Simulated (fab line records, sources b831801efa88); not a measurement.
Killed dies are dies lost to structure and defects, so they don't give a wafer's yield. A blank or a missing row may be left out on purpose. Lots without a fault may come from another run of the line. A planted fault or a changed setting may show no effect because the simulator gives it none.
A struck lot beside a sound one | flow sfq_line | 18 steps out of a route of 325
Sound: wafers L284.3, L284.5, L284.6. Struck: wafers L298.2, L298.3, L298.6. The cause comes at the end.
At each step with rows: each side's tool, then ch and its chambers, then its first start. Under that, the readings that differ: sound wafers | struck wafers | difference of the means | sigmas: that difference in standard deviations of wafers without a fault.
alike: readings whose means differ by less than 2 such deviations, and words and numbers that are the same on both sides. not compared: withheld readings, readings that some wafer has no value for, bounds like >300 that may hide the same value, and numbers for which the record gives no deviation and whose values overlap.
The two part at a step that has a row with sigmas, a row that says differs or no value, or rows on one side only. Numbers that don't overlap but have no deviation are shown without sigmas and don't part them. A reading that every wafer of one side lacks parts them only if that side has two wafers or more.

SFQ_TRILAYER_M3_BARC_OPEN_METAL_ETCH_100: etches BARC in O2, target depth 125 nm, time 41.7 s.
  sound on rie_metal-02 ch 0,1, day 45 15:58; struck on rie_metal-03 ch 0,1, day 50 04:23
  alike: drypump_motor_current_A, oes_product_au
  not compared: rf_hours_counter_h
SFQ_TRILAYER_M3_ETCH_METAL_ETCH_078: etches Nb in Cl2/Ar, stops on SiO2, target depth 240 nm, time 120 s.
  sound on rie_metal-02 ch 0,1, day 45 16:03; struck on rie_metal-03 ch 0,1, day 50 04:26
  alike: drypump_motor_current_A, oes_product_au
  not compared: rf_hours_counter_h
then, 3 steps without rows for these wafers: SFQ_TRILAYER_M3_STRIP_STRIP_079 (strips in O2); SFQ_TRILAYER_M3_STRIP_SOLV_CLEAN_080 (cleans in NMP, time 600 s); SFQ_TRILAYER_I3_DEP_PECVD_081 (deposits SiO2 from SiH4/N2O, time 111.11 s, target thk 500 nm).
SFQ_TRILAYER_I3_CMP_CMP_082: polishes SiO2.
  sound on cmp-02 ch 2,3, day 45 21:19; struck on cmp-01 ch 0,2,3, day 50 10:08
  alike: motor_current_A, platen_rpm, slurry_filter_dp_kPa, time_to_endpoint_s
SFQ_I3_BOW_MEAS_922:
  sound on film_metro-01, day 46 00:02; struck on film_metro-03, day 50 13:09
  alike: I3_BOW
SFQ_TRILAYER_I3_METRO_MEASURE_083:
  sound on film_metro-01, day 46 00:31; struck on film_metro-03, day 50 13:27
  alike: thk_nm
then, 4 steps without rows for these wafers: SFQ_TRILAYER_I3_VIA_LITHO_COAT_090 (resist thk 62 nm); SFQ_TRILAYER_I3_VIA_LITHO_COAT_085 (resist thk 650 nm); SFQ_TRILAYER_I3_VIA_LITHO_SOFTBAKE_089; SFQ_TRILAYER_I3_VIA_LITHO_EXPOSE_086 (exposes mask I3, target cd 500 nm).
-- the record jumps here: 5 days lie between the struck wafers' starts before and after --
SFQ_TRILAYER_I3_VIA_LITHO_PEB_088: peb time 60 s.
  sound on litho_track-04 ch 0, day 46 03:35; struck on litho_track-04 ch 0, day 55 13:32
then, 1 step without rows for these wafers: SFQ_TRILAYER_I3_VIA_LITHO_DEVELOP_087 (time 60 s).
SFQ_I3_OVL_MEAS_923:
  sound on overlay-01, day 46 03:52; struck on overlay-02, day 55 13:50
  reading     | sound  | struck    | difference | sigmas
  I3_OVL (nm) | 2 10 2 | -7 -7 -11 | -13        | -3
SFQ_TRILAYER_I3_VIA_BARC_OPEN_VIA_ETCH_121: etches BARC in O2, target depth 125 nm, time 41.7 s.
  sound on rie_diel-02 ch 0,1,3, day 46 03:53; struck on rie_diel-04 ch 1,2,3, day 55 13:52
  reading             | sound             | struck            | difference | sigmas
  model.I3.cd_nm (nm) | 497.4 501.4 500.4 | 531.2 532.5 531.2 | +31.9      |
  alike: drypump_motor_current_A, oes_product_au
  not compared: rf_hours_counter_h
SFQ_TRILAYER_I3_VIA_ETCH_VIA_ETCH_088: etches SiO2 in CHF3, stops on Nb, target depth 260 nm.
  sound on rie_diel-02 ch 0,1,3, day 46 03:55; struck on rie_diel-04 ch 1,2,3, day 55 13:54
  reading             | sound           | struck            | difference | sigmas
  model.I3.cd_nm (nm) | 499.9 501.2 500 | 530.8 530.1 531.7 | +30.5      |
  alike: drypump_motor_current_A, oes_product_au
SFQ_TRILAYER_I3_VIA_STRIP_STRIP_089: strips in O2.
  sound on rie_metal-03 ch 0,1, day 46 04:14; struck on rie_metal-01 ch 1, day 55 14:01
  alike: drypump_motor_current_A, oes_product_au
  not compared: rf_hours_counter_h

WHERE THEY PART
Only at SFQ_I3_OVL_MEAS_923, within this record. Later steps at which nothing parts them and some readings are alike: SFQ_TRILAYER_I3_VIA_BARC_OPEN_VIA_ETCH_121, SFQ_TRILAYER_I3_VIA_ETCH_VIA_ETCH_088, SFQ_TRILAYER_I3_VIA_STRIP_STRIP_089.

WHY: what the simulator had put in
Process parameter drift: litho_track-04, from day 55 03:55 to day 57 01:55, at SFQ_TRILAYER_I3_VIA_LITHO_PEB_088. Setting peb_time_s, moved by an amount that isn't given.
